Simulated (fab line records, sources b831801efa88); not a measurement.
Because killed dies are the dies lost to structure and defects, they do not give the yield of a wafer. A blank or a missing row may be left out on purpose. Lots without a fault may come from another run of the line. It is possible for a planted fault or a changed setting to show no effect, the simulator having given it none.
One fault seen from 2 desks | flow sfq-line | numbers are kept per desk, each desk with only its own; the story behind them comes last

== DESK OF THE TOOL OWNER: pecvd-04 ==
The tool's own readings at SFQ_TRILAYER_I2_DEP_PECVD_063 (deposits SiO2 from SiH4/N2O, time 111.11 s, target thk 500 nm): means of the sampled wafers that have a number, for each lot that ran on this tool. If a lot's mean is further than 4 standard deviations from the usual mean, the lot is out of limits and carries the mark OUT (the distance appears in the brackets).
Columns: A = chamber-pressure-Torr at SFQ_TRILAYER_I2_DEP_PECVD_063, usual 2.399 Torr; B = heater-power-outer-w at SFQ_TRILAYER_I2_DEP_PECVD_063, usual 31 W; C = heater-power-w at SFQ_TRILAYER_I2_DEP_PECVD_063, usual 86 W; D = rf-fwd-power-W at SFQ_TRILAYER_I2_DEP_PECVD_063, usual 182.3 W; E = showerhead-vpp-V at SFQ_TRILAYER_I2_DEP_PECVD_063, usual 832 V; F = throttle-valve-pct at SFQ_TRILAYER_I2_DEP_PECVD_063, usual 24.8 %
lot  | first seen here | A     | B  | C  | D     | E   | F
L759 | day 23 05:48    | 2.403 | 25 | 70 | 182.2 | 857 | 25.0
L760 | day 23 09:24    | 2.393 | 23 | 67 | 182.4 | 860 | 24.9
L766 | day 25 19:20    | 2.395 | 33 | 86 | 182.3 | 877 | 22.2
L782 | day 33 12:27    | 2.395 | 25 | 70 | 182.4 | 858 | 23.7
Result from this desk: across the 4 lots, nothing is out of limits.

== FROM THE METROLOGY DESK ==
Means of the sampled wafers that have a number, per lot and without regard to the tool the lot ran on: this is what the gauges read. If a lot's mean is further than 4 standard deviations from the usual mean, the lot is out of limits and carries the mark OUT (the distance appears in the brackets).
Columns: A = I3_OVL at SFQ_I3_OVL_MEAS_923, usual 0 nm
lot  | first seen here | A
L759 | day 43 16:50    | 0
L760 | day 43 22:50    | -0
L764 | day 45 12:10    | 4
L766 | day 45 22:57    | -2
L767 | day 46 00:36    | 1
L768 | day 46 16:40    | 5
L773 | day 48 10:41    | -5
L774 | day 49 14:23    | 3
L777 | day 50 02:23    | 1
L780 | day 51 19:29    | 1
L781 | day 52 02:41    | 5
L782 | day 52 11:05    | -3
Result from this desk: across the 12 lots, nothing is out of limits.

== ALL TOGETHER ==
Nothing out of limits was seen by the tool owner's desk.
Nothing out of limits was seen by the metrology desk.

== WHAT HAD BEEN PUT IN BY THE SIMULATOR ==
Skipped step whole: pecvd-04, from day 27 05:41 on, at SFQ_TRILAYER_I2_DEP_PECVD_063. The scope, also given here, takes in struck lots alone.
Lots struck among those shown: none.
